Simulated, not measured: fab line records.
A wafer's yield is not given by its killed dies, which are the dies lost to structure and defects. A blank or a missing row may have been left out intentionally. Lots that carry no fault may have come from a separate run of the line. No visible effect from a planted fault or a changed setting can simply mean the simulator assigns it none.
Which tool is to blame? ; flow sky130 ; Sampling: 11 lots, 33 wafers, 6 of 708 route steps

## WHAT EACH GAUGE READ, for each wafer
SKY_CONTACT_THK_MEAS_01. Usual: for CONTACT_CVD_00_THK the level is 75.1 nm and the standard deviation is 1.
lot;measured;on;CONTACT_CVD_00_THK (nm);flag
L316;day 31 03:00;film_metro-04;76.0 74.9 75.2;
L317;day 31 13:52;film_metro-02;74.0 77.2 75.4;
L318;day 31 23:29;film_metro-04;74.5 75.6 76.2;
L319;day 32 03:52;film_metro-02;150.3 150.5 151.8;OFF
L321;day 33 01:49;film_metro-02;74.1 75.3 76.2;
L325;day 34 17:45;film_metro-01;152.5 152.6 151.6;OFF
L330;day 36 07:38;film_metro-01;74.8 75.6 76.1;
L328;day 36 09:56;film_metro-01;73.6 75.4 75.6;
L333;day 36 16:17;film_metro-01;74.9 76.1 77.0;
L335;day 37 03:47;film_metro-02;74.9 75.3 74.9;
L336;day 37 18:17;film_metro-02;73.3 74.8 75.8;

SKY_METAL2_RS_MEAS_05: measurement is done with a four-point probe. Usual: for METAL2_ALCU_RS the level is 0.1269 ohm/sq and the standard deviation is 0.0013.
lot;measured;on;METAL2_ALCU_RS (ohm/sq);flag
L316;day 34 17:14;film_metro-03;0.1282 0.1281 0.1289;
L317;day 35 03:32;film_metro-04;0.1273 0.1273 0.1280;
L318;day 35 12:31;film_metro-03;0.1288 0.1287 0.1285;
L321;day 36 14:14;film_metro-01;0.1262 0.1245 0.1254;
L330;day 39 17:25;film_metro-01;0.1263 0.1263 0.1257;
L328;day 39 19:56;film_metro-03;0.1285 0.1270 0.1280;
L333;day 40 02:04;film_metro-01;0.1262 0.1255 0.1263;
L335;day 40 12:04;film_metro-03;0.1257 0.1261 0.1259;
L336;day 41 03:38;film_metro-04;0.1282 0.1291 0.1295;

SKY_METAL2_CD_MEAS_15: target cd 140 nm. Usual: cd_nm 140.1 nm, standard deviation 1.4.
lot;measured;on;cd_nm (nm);flag
L316;day 35 19:35;cd_sem-01;141.4 142.0 140.9;
L317;day 36 06:10;cd_sem-01;139.8 140.0 139.5;
L318;day 36 14:28;cd_sem-01;140.6 138.4 138.8;
L321;day 37 16:41;cd_sem-02;140.1 140.5 140.0;
L330;day 40 18:17;cd_sem-02;141.9 141.9 141.0;
L328;day 40 20:10;cd_sem-01;139.6 140.7 140.1;
L333;day 41 02:38;cd_sem-01;140.8 140.3 139.3;
L335;day 41 12:23;cd_sem-01;140.9 140.0 141.7;
L336;day 42 03:41;cd_sem-01;140.9 141.4 141.2;

## WHAT TOOL EACH LOT RAN ON (gives the tool, then ch and the chambers of the sampled wafers, and finally the start)
lot;SKY_SD_N_RTA_14;SKY_CONTACT_CVD_00;SKY_CONTACT_ETCH_18
L316;rtp_anneal-01 ch 0, day 28 16:20;pecvd-02 ch 1,2, day 31 02:58;rie_diel-03 ch 2,3, day 34 17:14 or earlier
L317;rtp_anneal-02 ch 0, day 29 02:39;pecvd-02 ch 0,2, day 31 13:49;rie_diel-02 ch 0,1,3, day 35 03:32 or earlier
L318;rtp_anneal-01 ch 0, day 29 12:34;pecvd-03 ch 0,1, day 31 23:26;rie_diel-04 ch 1,2,3, day 35 12:31 or earlier
L319;rtp_anneal-02 ch 0, day 29 17:07;pecvd-02 ch 1,2, day 32 03:00;rie_diel-02 ch 0,2, day 47 05:07 or earlier
L321;rtp_anneal-02 ch 0, day 30 16:09;pecvd-03 ch 1,2, day 33 01:46;rie_diel-04 ch 0,2,3, day 36 14:14 or earlier
L325;rtp_anneal-02 ch 0, day 32 08:19;pecvd-02 ch 0,2, day 34 17:00;rie_diel-03 ch 0,1,2, day 49 01:19 or earlier
L330;rtp_anneal-01 ch 0, day 33 23:07;pecvd-02 ch 0,1, day 36 07:35;rie_diel-04 ch 1,2,3, day 39 17:25 or earlier
L328;rtp_anneal-02 ch 0, day 34 01:47;pecvd-04 ch 0,1,2, day 36 09:55;rie_diel-02 ch 1,3, day 39 19:56 or earlier
L333;rtp_anneal-02 ch 0, day 34 09:12;pecvd-04 ch 0,2, day 36 16:16;rie_diel-03 ch 0,1,3, day 40 02:04 or earlier
L335;rtp_anneal-02 ch 0, day 34 19:25;pecvd-03 ch 0,2, day 37 03:43;rie_diel-03 ch 0,3, day 40 12:04 or earlier
L336;rtp_anneal-01 ch 0, day 35 11:27;pecvd-03 ch 0,2, day 37 18:14;rie_diel-02 ch 0,1,3, day 41 03:38 or earlier
- SKY_SD_N_RTA_14: time 2 s.
- SKY_CONTACT_CVD_00: deposits Si3N4, target thk 75 nm.
- SKY_CONTACT_ETCH_18: etches Si3N4 in CHF3/O2, stops on TiN, time 39 s, target depth 75 nm.

## AS READ BY THE TOOLS THEMSELVES (means over the sampled wafers that have a number; for cases with no such wafer, the mark the record gives instead)
SKY_SD_N_RTA_14. Usual: lamp_power_pct 15.74 %, standard deviation 0.049; ramp_down_c_per_s 89.999, standard deviation 0.015; wafer_temp_C_max 1077.9, standard deviation 1.3.
lot;tool;lamp_power_pct (%);ramp_down_c_per_s;wafer_temp_C_max;flag
L316;rtp_anneal-01;15.77;90.001;1077.6;
L317;rtp_anneal-02;15.77;90.000;1077.9;
L318;rtp_anneal-01;15.73;90.002;1079.4;
L319;rtp_anneal-02;15.75;89.997;1078.8;
L321;rtp_anneal-02;15.76;90.007;1078.0;
L325;rtp_anneal-02;15.72;90.009;1078.3;
L330;rtp_anneal-01;15.73;89.990;1077.6;
L328;rtp_anneal-02;15.74;89.996;1077.2;
L333;rtp_anneal-02;15.76;89.995;1077.1;
L335;rtp_anneal-02;15.75;89.994;1078.4;
L336;rtp_anneal-01;15.70;90.001;1077.5;

SKY_CONTACT_CVD_00. Usual: heater_power_w 656 W, standard deviation 78.
lot;tool;heater_power_w (W);flag
L316;pecvd-02;645;
L317;pecvd-02;595;
L318;pecvd-03;702;
L319;pecvd-02;660;
L321;pecvd-03;807;
L325;pecvd-02;642;
L330;pecvd-02;679;
L328;pecvd-04;655;
L333;pecvd-04;637;
L335;pecvd-03;645;
L336;pecvd-03;605;

SKY_CONTACT_ETCH_18. Usual: chf3_flow_sccm 49.98 sccm, standard deviation 0.15; drypump_motor_current_A 5.5 A, standard deviation 0.39; oes_product_au 0.856 a.u., standard deviation 0.0079; throttle_valve_pct 8.792 %, standard deviation 0.0089.
lot;tool;chf3_flow_sccm (sccm);drypump_motor_current_A (A);oes_product_au (a.u.);throttle_valve_pct (%);flag
L316;rie_diel-03;49.94;5.2;0.856;8.794;
L317;rie_diel-02;49.92;5.8;0.859;8.784;
L318;rie_diel-04;50.01;5.3;0.858;8.796;
L319;rie_diel-02;50.10;6.1;1.013;8.832;OFF
L321;rie_diel-04;50.00;5.1;0.856;8.785;
L325;rie_diel-03;50.04;5.5;0.988;8.817;OFF
L330;rie_diel-04;50.06;5.3;0.860;8.789;
L328;rie_diel-02;50.06;5.8;0.855;8.792;
L333;rie_diel-03;50.08;5.6;0.857;8.788;
L335;rie_diel-03;49.96;5.7;0.852;8.793;
L336;rie_diel-02;49.94;5.8;0.855;8.802;

## THE ANSWER, worked out from the rows above alone
Rule: a lot is off if the mean of its wafers that have a number lies more than 3 standard deviations from the usual mean. A lot without any number at a reading at which 4 lots or more have one is off too. Any other lot the step has rows for is counted as sound. Order of review: gauges by route order, followed by the tools' own readings, for which a lot's mean as printed above is used. The first step at which some lot is off is used, and at that step the reading that is off furthest; a lot without a number counts as furthest.
Off: L319, L325, at SKY_CONTACT_THK_MEAS_01 (CONTACT_CVD_00_THK).
A tool fits if, at a process step before that reading, it ran every lot that is off, and no sound lot after the first of them. The gauges at SKY_CONTACT_THK_MEAS_01 aren't tried: what is off there is off at SKY_CONTACT_ETCH_18 too, on other tools, and a gauge's error can't cause that. No candidate that was tried fits.

## WHAT HAD BEEN PUT IN BY THE SIMULATOR
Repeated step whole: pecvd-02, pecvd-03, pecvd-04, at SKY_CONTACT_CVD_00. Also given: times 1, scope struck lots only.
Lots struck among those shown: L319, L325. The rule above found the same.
